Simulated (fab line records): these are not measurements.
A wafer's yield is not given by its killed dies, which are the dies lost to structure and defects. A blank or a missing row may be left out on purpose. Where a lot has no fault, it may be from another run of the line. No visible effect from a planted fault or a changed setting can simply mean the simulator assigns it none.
fab line records    flow sky130
record: lots: 10  wafers: 30  last_day: 50
route steps=708 shown METAL1@452 VIA1@478 METAL2@485
lots that met no fault: taken from a fault-free run of the same line
start_h: start of the lot's first displayed wafer, in hours after the record's first day    wait_h: hours from the lot's prior step to this one    " same as the row above    L1.1+2: one row covering several wafers at once    - value missing, or start not given    * or withheld: withheld    < > ~ a bound
route shown NAME@n: names a module that has steps shown in the file, with the first one's number in the route    usual: the fault-free wafers' mean and standard deviation    same: alike in all rows    chamber/n: place in a boat    sites: each site's reading    _std_site: standard deviation across them    _edge_site: inner sites' mean taken away from outer sites' mean    radius_mm: for every site, how far away it sits from the centre of the wafer    mask NAME#n: copy n    behind: tool/chamber where the wafer was last shaped    hold: why the lot was held/for how many hours/how that ended    device: transistor that didn't switch, given as n, p or np    end of line: tests run on the same wafers once the route is complete    where a step has no rows: the recipe by itself    killed: the dies lost at the first sort to structure and to defects; this is not the yield of the wafer    map: the dies of a wafer, with x for killed, . for not killed, _ for no die there
set.NAME: the setting the step ran with; set.NAME@STEP: the setting that earlier step ran with    model.NAME: the simulator's own value behind a step, which no gauge read
steps of the route over a sample of lots; a table a step, a row a wafer
services: the hour from which a tool's chamber was out of use, counted from the record's first day as start_h (under 0 if before that day), plus the number of hours and why
== steps ==
step: SKY_METAL1_ETCH_18
recipe: chemistry: N2/H2  target: BARC  ion_energy_ev: 200  bias_w: 100  pressure_mtorr: 30  n2_flow_sccm: 100  h2_flow_sccm: 200  icp_w: 500  stop_on: SiO2  time_s: 45.9  target_depth_a: 600
usual: drypump_motor_current_A: 5.6/0.46  oes_product_au: 0.855/0.0051  throttle_valve_pct: 13.225/0.0093
lot.wafer  tool          chamber  start_h  wait_h  drypump_motor_current_A  oes_product_au  rf_hours_counter_h  throttle_valve_pct
L882.2     rie_metal-04  1        782.46   0.0     6.1                      0.863           12                  13.237
L882.3     "             0        "        "       5.0                      0.855           -                   13.231
L882.6     "             1        "        "       6.1                      0.856           -                   13.234
L883.3     rie_metal-04  1        793.93   0.0     6.2                      0.853           -                   13.213
L883.5     "             0        "        "       5.0                      0.852           -                   13.228
L883.6     "             1        "        "       6.1                      0.852           -                   13.226
L886.1     rie_metal-04  1        815.51   0.0     6.2                      0.856           13                  13.230
L886.4     "             0        "        "       5.0                      0.856           -                   13.223
L886.6     "             0        "        "       5.0                      0.860           -                   13.204
L888.2     rie_metal-03  1        826.26   0.0     5.6                      0.854           0                   13.222
L888.3     "             0        "        "       5.3                      0.859           -                   13.208
L888.5     "             1        "        "       5.6                      0.852           -                   13.214
L893.2     rie_metal-02  1        856.96   0.0     5.6                      0.861           13                  13.228
L893.5     "             0        "        "       5.9                      0.850           -                   13.236
L893.6     "             1        "        "       5.6                      0.851           -                   13.206
L895.1     rie_metal-04  0        866.47   0.0     5.0                      0.851           15                  13.240
L895.2     "             1        "        "       6.1                      0.859           16                  13.229
L895.3     "             1        "        "       6.1                      0.846           -                   13.218
L900.1     rie_metal-02  0        901.25   0.1     5.9                      0.848           9                   13.209
L900.3     "             0        "        "       6.0                      0.858           -                   13.210
L900.5     "             0        "        "       5.9                      0.853           -                   13.218
L901.2     rie_metal-04  0        906.01   0.1     5.0                      0.852           -                   13.231
L901.3     "             0        "        "       5.0                      0.851           -                   13.222
L901.5     "             0        "        "       5.0                      0.849           -                   13.216
L903.1     rie_metal-02  0        920.68   0.1     5.9                      0.853           10                  13.228
L903.3     "             0        "        "       5.9                      0.848           -                   13.219
L903.4     "             0        "        "       5.9                      0.849           -                   13.235
L904.1     rie_metal-03  0        928.10   0.0     5.3                      0.855           1                   13.222
L904.3     "             0        "        "       5.3                      0.860           -                   13.227
L904.4     "             1        "        "       5.6                      0.860           -                   13.233
step: SKY_VIA1_SPUTTER_20
recipe: material: TiN  target_thk_nm: 20  chamber_pressure_pa: 5  power_w: 4000  time_s: 80
usual: throttle_valve_pct: 30.5/1.4
lot.wafer  tool            chamber  start_h  wait_h  throttle_valve_pct
L882.2     pvd_sputter-01  -        810.22   0.0     29.4
L882.3     "               -        "        "       30.4
L882.6     "               -        "        "       29.6
L883.3     pvd_sputter-04  -        821.87   0.0     30.8
L883.5     "               -        "        "       28.2
L883.6     "               -        "        "       30.7
L886.1     pvd_sputter-02  -        844.50   0.0     30.7
L886.4     "               -        "        "       33.1
L886.6     "               -        "        "       31.9
L888.2     pvd_sputter-01  -        854.46   0.0     29.4
L888.3     "               -        "        "       29.8
L888.5     "               -        "        "       29.4
L893.2     pvd_sputter-04  -        884.37   0.0     29.5
L893.5     "               -        "        "       29.4
L893.6     "               -        "        "       30.6
L895.1     pvd_sputter-01  -        893.85   0.0     29.8
L895.2     "               -        "        "       29.3
L895.3     "               -        "        "       30.4
L900.1     pvd_sputter-02  -        928.47   0.0     30.3
L900.3     "               -        "        "       32.0
L900.5     "               -        "        "       29.7
L901.2     pvd_sputter-02  -        932.08   0.0     29.5
L901.3     "               -        "        "       32.9
L901.5     "               -        "        "       29.5
L903.1     pvd_sputter-04  -        947.62   0.0     28.2
L903.3     "               -        "        "       29.3
L903.4     "               -        "        "       29.6
L904.1     pvd_sputter-04  -        954.35   0.0     29.5
L904.3     "               -        "        "       29.5
L904.4     "               -        "        "       28.0
step: SKY_VIA1_CVD_21
recipe: material: W  target_thk_nm: 270  time_s: 80.902  temp_c: 400  pressure_torr: 40
usual: heater_power_w: 850/41  susceptor_temp_C: 399.99/0.2
lot.wafer  tool      chamber  start_h  wait_h  heater_power_w  since_wet_clean_h  susceptor_temp_C
L882.2     cvd_w-02  1        810.28   0.0     875             906                399.71
L882.3     "         0        "        "       884             -                  400.01
L882.6     "         0        "        "       875             -                  400.11
L883.3     cvd_w-02  1        821.97   0.1     876             -                  400.09
L883.5     "         1        "        "       861             -                  400.25
L883.6     "         0        "        "       899             -                  400.50
L886.1     cvd_w-01  1        844.56   0.0     783             441                399.93
L886.4     "         0        "        "       870             -                  400.25
L886.6     "         0        "        "       850             -                  399.95
L888.2     cvd_w-01  1        854.52   0.0     799             451                400.12
L888.3     "         0        "        "       872             -                  399.74
L888.5     "         1        "        "       798             -                  399.83
L893.2     cvd_w-01  0        884.44   0.0     854             480                399.98
L893.5     "         1        "        "       774             -                  399.82
L893.6     "         0        "        "       869             -                  400.15
L895.1     cvd_w-02  1        893.91   0.0     878             990                400.06
L895.2     "         0        "        "       888             990                400.49
L895.3     "         0        "        "       902             -                  399.96
L900.1     cvd_w-01  0        928.53   0.0     855             525                400.13
L900.3     "         0        "        "       869             -                  400.17
L900.5     "         0        "        "       864             -                  399.78
L901.2     cvd_w-01  0        932.14   0.0     849             528                400.09
L901.3     "         0        "        "       883             -                  400.15
L901.5     "         1        "        "       788             -                  400.09
L903.1     cvd_w-02  0        947.69   0.0     889             30                 399.95
L903.3     "         0        "        "       871             -                  399.95
L903.4     "         1        "        "       812             -                  399.71
L904.1     cvd_w-01  1        954.41   0.0     799             550                400.36
L904.3     "         1        "        "       769             -                  399.95
L904.4     "         0        "        "       843             -                  399.76
step: SKY_METAL2_SPUTTER_02
recipe: material: AlCu  target_thk_nm: 250  power_w: 10600  time_s: 13.3  chamber_pressure_pa: 0.4
usual: throttle_valve_pct: 29.6/0.85
lot.wafer  tool            chamber  start_h  wait_h  throttle_valve_pct
L882.2     pvd_sputter-04  -        810.91   0.0     29.4
L882.3     "               -        "        "       29.7
L882.6     "               -        "        "       28.0
L883.3     pvd_sputter-01  -        822.56   0.0     30.4
L883.5     "               -        "        "       29.5
L883.6     "               -        "        "       29.6
L886.1     pvd_sputter-03  -        845.18   0.0     28.2
L886.4     "               -        "        "       29.2
L886.6     "               -        "        "       30.4
L888.2     pvd_sputter-04  -        855.14   0.0     29.5
L888.3     "               -        "        "       30.6
L888.5     "               -        "        "       29.5
L893.2     pvd_sputter-04  -        885.06   0.0     29.4
L893.5     "               -        "        "       30.6
L893.6     "               -        "        "       28.3
L895.1     pvd_sputter-04  -        894.53   0.0     28.2
L895.2     "               -        "        "       30.6
L895.3     "               -        "        "       29.6
L900.1     pvd_sputter-01  -        929.15   0.0     29.6
L900.3     "               -        "        "       29.3
L900.5     "               -        "        "       29.2
L901.2     pvd_sputter-01  -        932.76   0.0     29.5
L901.3     "               -        "        "       30.5
L901.5     "               -        "        "       29.8
L903.1     pvd_sputter-01  -        948.31   0.0     29.7
L903.3     "               -        "        "       30.1
L903.4     "               -        "        "       29.7
L904.1     pvd_sputter-01  -        955.03   0.0     29.2
L904.3     "               -        "        "       29.8
L904.4     "               -        "        "       30.3
step: SKY_METAL2_RS_MEAS_05
recipe: thk_meas_gauge: four-point-probe  reads: TiN_of_METAL2_SPUTTER_04+Ti_of_METAL2_SPUTTER_03+AlCu_of_METAL2_SPUTTER_02+TiN_of_METAL2_SPUTTER_01+Ti_of_METAL2_SPUTTER_00
usual: METAL2_ALCU_RS: 0.1264/0.0019
lot.wafer  tool           chamber  start_h  wait_h  METAL2_ALCU_RS[ohm/sq]
L882.2     film_metro-01  -        811.02   0.0     0.1276
L882.3     "              -        "        "       0.1262
L882.6     "              -        "        "       0.1260
L883.3     film_metro-01  -        822.69   0.1     0.1266
L883.5     "              -        "        "       0.1254
L883.6     "              -        "        "       0.1249
L886.1     film_metro-01  -        845.27   0.0     0.1269
L886.4     "              -        "        "       0.1304
L886.6     "              -        "        "       0.1282
L888.2     film_metro-01  -        855.26   0.0     0.1262
L888.3     "              -        "        "       0.1257
L888.5     "              -        "        "       0.1267
L893.2     film_metro-04  -        885.17   0.0     0.0995
L893.5     "              -        "        "       0.1251
L893.6     "              -        "        "       0.1268
L895.1     film_metro-01  -        894.62   0.0     0.1258
L895.2     "              -        "        "       0.1246
L895.3     "              -        "        "       0.0992
L900.1     film_metro-02  -        929.25   0.0     0.1304
L900.3     "              -        "        "       0.1276
L900.5     "              -        "        "       0.1279
L901.2     film_metro-01  -        932.87   0.0     0.1268
L901.3     "              -        "        "       0.1285
L901.5     "              -        "        "       0.1260
L903.1     film_metro-01  -        948.40   0.0     0.1309
L903.3     "              -        "        "       0.1271
L903.4     "              -        "        "       0.1281
L904.1     film_metro-01  -        955.12   0.0     0.1267
L904.3     "              -        "        "       0.1295
L904.4     "              -        "        "       0.1270
step: SKY_METAL2_THK_MEAS_06
recipe: thk_meas_gauge: xrf  reads: AlCu_of_METAL2_SPUTTER_02
usual: METAL2_ALCU_THK: 248/4
lot.wafer  tool           chamber  start_h  wait_h  METAL2_ALCU_THK[nm]
L882.2     film_metro-01  -        811.13   0.1     247
L882.3     "              -        "        "       248
L882.6     "              -        "        "       248
L883.3     film_metro-01  -        822.79   0.1     243
L883.5     "              -        "        "       251
L883.6     "              -        "        "       249
L886.1     film_metro-01  -        845.39   0.1     247
L886.4     "              -        "        "       241
L886.6     "              -        "        "       245
L888.2     film_metro-01  -        855.37   0.1     245
L888.3     "              -        "        "       249
L888.5     "              -        "        "       244
L893.2     film_metro-04  -        885.28   0.1     314
L893.5     "              -        "        "       252
L893.6     "              -        "        "       248
L895.1     film_metro-01  -        894.74   0.1     247
L895.2     "              -        "        "       251
L895.3     "              -        "        "       311
L900.1     film_metro-02  -        929.37   0.1     240
L900.3     "              -        "        "       246
L900.5     "              -        "        "       246
L901.2     film_metro-01  -        932.98   0.1     249
L901.3     "              -        "        "       244
L901.5     "              -        "        "       250
L903.1     film_metro-01  -        948.52   0.1     239
L903.3     "              -        "        "       245
L903.4     "              -        "        "       244
L904.1     film_metro-01  -        955.24   0.1     248
L904.3     "              -        "        "       242
L904.4     "              -        "        "       246
step: SKY_METAL2_METAL_ETCH_19
recipe: target_depth_a: 3600  stop_on: SiO2  over_etch_frac: 0.3  time_s: 78  chemistry: Cl2/BCl3  resist_sidewall_deg: 88  pressure_mtorr: 10  icp_w: 900  bias_w: 48.5  Cl2_flow_sccm: 60  bcl3_flow_sccm: 30
usual: drypump_motor_current_A: 5.8/0.51  oes_product_au: 0.855/0.0065  throttle_valve_pct: 22.264/0.0086
lot.wafer  tool          chamber  start_h  wait_h  drypump_motor_current_A  oes_product_au  rf_hours_counter_h  throttle_valve_pct
L882.2     rie_metal-03  0        837.64   0.0     5.3                      0.854           17                  22.249
L882.3     "             0        "        "       5.3                      0.856           -                   22.259
L882.6     "             1        "        "       5.6                      0.856           -                   22.269
L883.3     rie_metal-04  1        849.44   0.1     6.1                      0.856           -                   22.255
L883.5     "             1        "        "       6.1                      0.860           -                   22.254
L883.6     "             1        "        "       6.1                      0.857           -                   22.264
L886.1     rie_metal-03  0        870.99   0.0     5.3                      0.854           19                  22.275
L886.4     "             0        "        "       5.3                      0.847           -                   22.272
L886.6     "             1        "        "       5.6                      0.850           -                   22.273
L888.2     rie_metal-03  0        880.23   0.0     5.3                      0.857           19                  22.267
L888.3     "             1        "        "       5.6                      0.853           -                   22.272
L888.5     "             0        "        "       5.3                      0.848           -                   22.269
L893.2     rie_metal-04  0        910.36   0.1     5.0                      0.896           -                   22.266
L893.5     "             0        "        "       5.0                      0.858           -                   22.257
L893.6     "             0        "        "       5.0                      0.860           -                   22.290
L895.1     rie_metal-01  0        919.99   0.0     5.6                      0.859           8                   22.250
L895.2     "             1        "        "       6.5                      0.860           13                  22.263
L895.3     "             1        "        "       6.5                      0.907           -                   22.276
L900.1     rie_metal-04  1        953.93   0.0     6.1                      0.842           3                   22.269
L900.3     "             1        "        "       6.1                      0.855           -                   22.276
L900.5     "             0        "        "       5.0                      0.852           -                   22.256
L901.2     rie_metal-04  1        957.64   0.0     6.1                      0.858           3                   22.264
L901.3     "             1        "        "       6.1                      0.848           -                   22.268
L901.5     "             0        "        "       5.0                      0.852           -                   22.262
L903.1     rie_metal-01  0        972.99   0.0     5.6                      0.848           11                  22.267
L903.3     "             0        "        "       5.6                      0.851           -                   22.270
L903.4     "             1        "        "       6.6                      0.856           -                   22.263
L904.1     rie_metal-03  1        979.84   0.0     5.6                      0.857           8                   22.256
L904.3     "             1        "        "       5.6                      0.853           -                   22.269
L904.4     "             0        "        "       5.3                      0.858           -                   22.264
== services ==
tool            chamber  start_h  hours  kind
rie_metal-04    -        775.01   0.3    repair
pvd_sputter-02  -        796.10   2.3    repair
pvd_sputter-01  -        802.79   0.7    repair
rie_metal-04    -        806.64   0.5    repair
rie_metal-02    -        809.07   38.9   repair
rie_metal-04    0        833.56   19.6   repair
rie_metal-01    0        836.15   19.3   repair
rie_metal-02    0        838.57   2.9    repair
rie_metal-04    1        860.52   4.6    repair
pvd_sputter-03  -        865.21   0.6    repair
cvd_w-02        1        881.13   3.2    repair
pvd_sputter-01  -        887.20   4.6    repair
pvd_sputter-04  -        890.47   2.5    repair
cvd_w-01        -        893.63   1.3    repair
cvd_w-01        1        894.20   21.8   repair
rie_metal-04    1        897.34   -      clean
rie_metal-04    1        897.34   15.6   scheduled_down
rie_metal-04    1        897.34   15.6   vent_cycle
cvd_w-02        -        904.00   14.0   pm
rie_metal-04    0        925.64   -      clean
pvd_sputter-03  -        939.12   3.3    repair
cvd_w-01        1        945.56   2.8    repair
rie_metal-03    -        977.28   0.4    repair
pvd_sputter-01  -        978.97   3.1    repair
== key ==
first_sign: step: SKY_METAL2_RS_MEAS_05  reading: METAL2_ALCU_RS  direction: down  sigmas: 14  usual: 0.1264  struck: 0.0993
effect: step: SKY_METAL2_THK_MEAS_06  reading: METAL2_ALCU_THK  direction: up  sigmas: 16  usual: 248  struck: 312
effect: step: SKY_METAL2_METAL_ETCH_19  reading: oes_product_au  direction: up  sigmas: 7.2  usual: 0.855  struck: 0.902
met_at SKY_METAL2_SPUTTER_02
struck_lots L893,L895
struck_wafers L893.2,L895.3
not_acting_at SKY_METAL1_ETCH_18,SKY_VIA1_SPUTTER_20,SKY_VIA1_CVD_21
onset_between 810.91 885.06
fault: kind: process_parameter_drift  tool: pvd_sputter-04  chamber: -  onset_h: 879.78  steps: SKY_METAL2_SPUTTER_02  channel: time_s  offset: *  shape: step  end_h: 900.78  acts_in: *  stated: *  scope: struck_wafers_only
